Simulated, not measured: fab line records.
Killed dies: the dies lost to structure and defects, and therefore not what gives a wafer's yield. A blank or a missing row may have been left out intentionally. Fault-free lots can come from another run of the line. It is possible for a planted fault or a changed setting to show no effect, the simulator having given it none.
Which tool did it? + flow gf180mcu + 14 lots, 42 wafers sampled, at 2 steps of a route of 602

== WHAT THE GAUGES SHOWED, per wafer ==
GF_V3_THK_MEAS_01.
| lot  | measured     | on           | V3_CVD_00_THK (nm) |
|------|--------------|--------------|--------------------|
| L352 | day 21 23:39 | filmMetro-02 | 576 586 588        |
| L353 | day 22 04:16 | filmMetro-02 | 588 576 588        |
| L355 | day 23 03:28 | filmMetro-01 | 587 584 586        |
| L356 | day 23 10:22 | filmMetro-01 | 583 581 584        |
| L357 | day 24 02:19 | filmMetro-01 | 572 565 566        |
| L358 | day 24 10:38 | filmMetro-02 | 570 581 583        |
| L361 | day 24 21:29 | filmMetro-02 | 585 579 583        |
| L362 | day 26 01:19 | filmMetro-03 | 592 594 595        |
| L366 | day 26 16:57 | filmMetro-03 | 591 585 589        |
| L369 | day 27 21:40 | filmMetro-02 | 582 575 582        |
| L370 | day 28 01:22 | filmMetro-03 | 593 588 593        |
| L373 | day 28 13:54 | filmMetro-03 | 586 592 583        |
| L374 | day 28 21:23 | filmMetro-03 | 590 587 599        |
| L375 | day 28 22:44 | filmMetro-02 | 591 582 595        |

GF_V3_THK_MEAS_03.
| lot  | measured     | on           | V3_CVD_02_THK (nm) |
|------|--------------|--------------|--------------------|
| L352 | day 21 23:47 | filmMetro-03 | 849 839 859        |
| L353 | day 22 04:25 | filmMetro-03 | 848 834 841        |
| L355 | day 23 03:36 | filmMetro-02 | 847 857 862        |
| L356 | day 23 10:29 | filmMetro-02 | 835 845 833        |
| L357 | day 24 02:27 | filmMetro-02 | 827 815 835        |
| L358 | day 24 10:46 | filmMetro-01 | 851 860 865        |
| L361 | day 24 21:36 | filmMetro-01 | 833 845 864        |
| L362 | day 26 01:27 | filmMetro-01 | 828 829 834        |
| L366 | day 26 17:05 | filmMetro-01 | 823 849 857        |
| L369 | day 27 21:48 | filmMetro-02 | 845 865 853        |
| L370 | day 28 01:30 | filmMetro-03 | 840 855 845        |
| L373 | day 28 14:02 | filmMetro-01 | 854 854 857        |
| L374 | day 28 21:31 | filmMetro-03 | 851 835 859        |
| L375 | day 28 22:52 | filmMetro-03 | 828 836 834        |

== TOOL THAT RAN EACH LOT (tool first, then ch and the chambers of the sampled wafers, then the start) ==
There is no process step in the record ahead of these readings.

== AS READ BY THE TOOLS THEMSELVES (means over the sampled wafers that have a number; for cases with no such wafer, the mark the record gives instead) ==
The record holds no such reading with a usual standard deviation.

== THE ANSWER, worked out from the rows above alone ==
Rule: the lots themselves supply what counts as usual. Put in order of their means at a reading, lots are off if they are a third of the lots or fewer, leave a main group of 4 or more, and stand apart from it by a gap of 3 or more times the standard deviation of the main group's means; of several such gaps the widest counts. A main group whose means are all the same, to the digits that the tables above print for the reading, isn't used. A lot without any number at a reading at which 4 lots or more have one is off too. Any other lot the step has rows for is counted as sound. First the gauges in route order, then the tools' own readings, where a lot's mean is used as printed above. At the first step where some lot is off, the reading lying furthest off is the one used; lots without a number count as furthest.
No lot is off at any reading shown: from this, nothing can be told.

== WHAT HAD BEEN PUT IN BY THE SIMULATOR ==
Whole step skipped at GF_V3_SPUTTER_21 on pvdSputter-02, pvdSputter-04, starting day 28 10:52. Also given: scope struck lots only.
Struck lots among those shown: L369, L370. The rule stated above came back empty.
